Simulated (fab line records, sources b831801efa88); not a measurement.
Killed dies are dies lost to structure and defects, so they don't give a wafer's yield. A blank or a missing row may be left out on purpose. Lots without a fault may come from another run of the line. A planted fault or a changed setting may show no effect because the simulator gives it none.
Which tool did it? | flow sfq_line | 14 lots, 42 wafers sampled, at 1 step of a route of 325

WHAT THE GAUGES READ, wafer by wafer
The record holds no reading of a measuring or inspecting step that can be judged against a usual standard deviation.

WHICH TOOL RAN EACH LOT (tool, then ch and the chambers of the sampled wafers, then the start)
lot  | SFQ_TRILAYER_M3_BARC_OPEN_METAL_ETCH_100
L826 | rie_metal-04 ch 1, day 26 16:35
L827 | rie_metal-03 ch 0,1, day 27 04:08
L829 | rie_metal-01 ch 0,1, day 33 18:02
L830 | rie_metal-04 ch 0,1, day 34 00:02
L831 | rie_metal-04 ch 0,1, day 34 12:28
L835 | rie_metal-03 ch 0,1, day 37 01:11
L836 | rie_metal-04 ch 0,1, day 37 07:12
L837 | rie_metal-04 ch 0,1, day 37 22:47
L842 | rie_metal-04 ch 0,1, day 39 04:48
L845 | rie_metal-04 ch 0,1, day 40 07:17
L846 | rie_metal-01 ch 0,1, day 40 15:42
L847 | rie_metal-03 ch 0, day 41 00:05
L848 | rie_metal-03 ch 0,1, day 41 03:41
L849 | rie_metal-03 ch 1, day 41 06:05
- SFQ_TRILAYER_M3_BARC_OPEN_METAL_ETCH_100: etches BARC in O2, target depth 125 nm, time 41.7 s.

WHAT THE TOOLS THEMSELVES READ (means of the sampled wafers that have a number; where no wafer has one, the mark that the record gives instead)
SFQ_TRILAYER_M3_BARC_OPEN_METAL_ETCH_100. Usual: drypump_motor_current_A 5.3 A, standard deviation 0.37; oes_product_au 0.686 a.u., standard deviation 0.0051; run_length_s 69.6 s, standard deviation 0.34.
lot  | tool         | drypump_motor_current_A (A) | oes_product_au (a.u.) | run_length_s (s) | flag
L826 | rie_metal-04 | 5.5                         | 0.687                 | 70.1             |
L827 | rie_metal-03 | 5.1                         | 0.683                 | 69.6             |
L829 | rie_metal-01 | 5.3                         | 0.684                 | 69.6             |
L830 | rie_metal-04 | 5.4                         | 0.689                 | 69.8             |
L831 | rie_metal-04 | 5.3                         | 0.685                 | 69.8             |
L835 | rie_metal-03 | 5.5                         | 0.686                 | 69.3             |
L836 | rie_metal-04 | 5.1                         | 0.684                 | 69.7             |
L837 | rie_metal-04 | 5.3                         | 0.688                 | 70.0             |
L842 | rie_metal-04 | 5.3                         | 0.740                 | 65.6             | OFF
L845 | rie_metal-04 | 5.3                         | 0.741                 | 65.8             | OFF
L846 | rie_metal-01 | 5.5                         | 0.684                 | 69.4             |
L847 | rie_metal-03 | 4.8                         | 0.679                 | 69.6             |
L848 | rie_metal-03 | 5.1                         | 0.691                 | 69.5             |
L849 | rie_metal-03 | 5.8                         | 0.683                 | 69.3             |

THE ANSWER, worked out from the rows above alone
Rule: a lot is off if the mean of its wafers that have a number lies more than 3 standard deviations from the usual mean. A lot without any number at a reading at which 4 lots or more have one is off too. The other lots that the step has rows for count as sound. The gauges are gone through in route order, then the tools' own readings, and for those a lot's mean is taken as printed above. The first step at which some lot is off is used, and at that step the reading that is off furthest; a lot without a number counts as furthest.
Off: L842, L845, at SFQ_TRILAYER_M3_BARC_OPEN_METAL_ETCH_100 (run_length_s).
A tool fits if, at that step or a process step before it, it ran every lot that is off, and no sound lot after the first of them. One fits: rie_metal-04 at SFQ_TRILAYER_M3_BARC_OPEN_METAL_ETCH_100. Its last sound lot is L837 (day 37 22:47), its first lot that is off L842 (day 39 04:48): a fault that began between those two fits.
The tool's own readings at SFQ_TRILAYER_M3_BARC_OPEN_METAL_ETCH_100 bear it out: on the lots that are off they differ by more than 5 times the standard deviation of the sound lots' means. oes_product_au reads 0.740 a.u. there against 0.685 a.u. on the sound lots; run_length_s reads 65.7 s there against 69.6 s on the sound lots.

WHAT THE SIMULATOR HAD PUT IN
Process parameter drift: rie_metal-04, from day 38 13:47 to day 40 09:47, at SFQ_TRILAYER_M3_BARC_OPEN_METAL_ETCH_100. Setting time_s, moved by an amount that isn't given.
Lots struck among those shown: L842, L845. The rule above found the same.
